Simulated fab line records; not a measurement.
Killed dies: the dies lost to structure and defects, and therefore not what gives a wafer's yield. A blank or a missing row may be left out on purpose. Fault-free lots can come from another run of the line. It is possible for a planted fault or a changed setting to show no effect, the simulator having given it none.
Struck lot and sound lot, side by side    flow sky130    15 steps out of a route of 708
Sound: these wafers, L235.1, L235.5, L235.6. The struck wafers were L237.3, L237.4, L237.5. Last of all comes the cause.
Per side, at each step with rows, come the tool, then ch with its chambers, and then its first start. Under that, the readings that differ: sound wafers    struck wafers    difference of the means    sigmas: that difference in standard deviations of wafers without a fault.
alike: words and numbers the same on both sides, and readings whose means are apart by under 2 such deviations; not compared: readings that were withheld, readings missing a value for some wafer, numbers with overlapping values and no deviation given by the record, and bounds like >300 which may hide the same value.
The two part at a step that has a row with sigmas, a row that says differs or no value, or rows on one side only. Numbers that have no deviation but don't overlap get no sigmas and don't part them. A reading missing from all wafers of one side parts the sides only when that side holds two or more wafers.

first, 2 steps without rows for these wafers: SKY_NWELL_PEB_08; SKY_NWELL_DEVELOP_09 (develop time 60 s).
SKY_NWELL_OVL_MEAS_10:
  sound on overlay-01, day 5 14:20; struck on overlay-02, day 5 20:09
  alike: NWELL_00_OVL
then, 3 steps without rows for these wafers: SKY_NWELL_IMPLANT_11; SKY_NWELL_IMPLANT_12; SKY_NWELL_IMPLANT_13.
SKY_NWELL_STRIP_14: strips in O2/N2.
  sound on plasma-asher-03 ch 0,1, day 5 14:49; struck on plasma-asher-03 ch 0,1, day 5 20:40
  alike: chamber-pressure-mTorr, drypump-motor-current-A, o2-flow-sccm, oes-product-au, strip-time-to-endpoint-s
  not compared: rf-hours-counter-h
SKY_NWELL_TW_MEAS_15:
  sound on film-metro-03, day 5 14:55; struck on film-metro-01, day 5 20:45
  alike: NWELL_TW
then, 4 steps without rows for these wafers: SKY_NWELL_DEHYDRATE_16 (time 60 s); SKY_NWELL_HMDS_17 (prime time 60 s); SKY_NWELL_COAT_18 (resist thk 3000 nm); SKY_NWELL_SOFTBAKE_19.
SKY_NWELL_EXPOSE_20: exposes mask NWM COMPLEMENT, target cd 840 nm.
  sound on iline-stepper-01 ch 0, day 6 00:16; struck on iline-stepper-02 ch 0, day 6 06:05
reading  sound                                               struck                                                       difference  sigmas
mask     NWM_COMPLEMENT#0 NWM_COMPLEMENT#0 NWM_COMPLEMENT#0  NWM_COMPLEMENT_R1#0 NWM_COMPLEMENT_R1#0 NWM_COMPLEMENT_R1#0  differs     
next, for these wafers, 1 step has no rows: SKY_NWELL_PEB_21.
-- the record jumps here: 41 days lie between the struck wafers' starts before and after (it left off in module NWELL and takes up again in module PAD_OPEN, whose first step shown is number 708 of the route) --
SKY_PAD_OPEN_PROBE_99:
  sound on prober-01, day 47 00:45; struck on prober-02, day 47 07:12
reading                                      sound                          struck                         difference  sigmas
killed-at-other                              1 1 1                          0 0 0                          -1          -2
model.etest.pfet_16v.r-on-ohm-um             1.483e+04 1.51e+04 1.491e+04   1.682e+04 1.675e+04 1.592e+04  +1.550e+03  
model.etest.nfet_16v.r-on-ohm-um             1.356e+04 1.376e+04 1.353e+04  1.332e+04 1.319e+04 1.312e+04  -4.067e+02  
model.etest.res-iso-pwell.width-nm (nm)      2667 2680 2667                 2460 2479 2476                 -200        
model.etest.res-nwell.line-ohm-um            1159 1161 1132                 1017 1021 992.1                -141        
model.etest.res-nwell.width-nm (nm)          817.4 825.6 825.3              915 911.1 905.6                +88         
model.etest.pfet_16v.drive-ua-um             245.6 241.2 245.2              216.8 218.5 228.2              -22.8       
model.etest.iso-nwell-nwell.leak-log10-a-um  -13.99 -13.79 -13.83           -12.33 -12.57 -12.09           +1.54       
  alike: killed_at_M0_to_M3, killed_at_M4_up, killed-at-contacts, killed-at-front-end, killed-dies, killed-on-rim, killed-open, killed-short
  not compared: model.etest.nfet_16v.drive-ua-um

== WHERE THEY PART ==
Last at SKY_PAD_OPEN_PROBE_99 as far as this record goes, first at SKY_NWELL_EXPOSE_20.

WHY: whatever the simulator had introduced
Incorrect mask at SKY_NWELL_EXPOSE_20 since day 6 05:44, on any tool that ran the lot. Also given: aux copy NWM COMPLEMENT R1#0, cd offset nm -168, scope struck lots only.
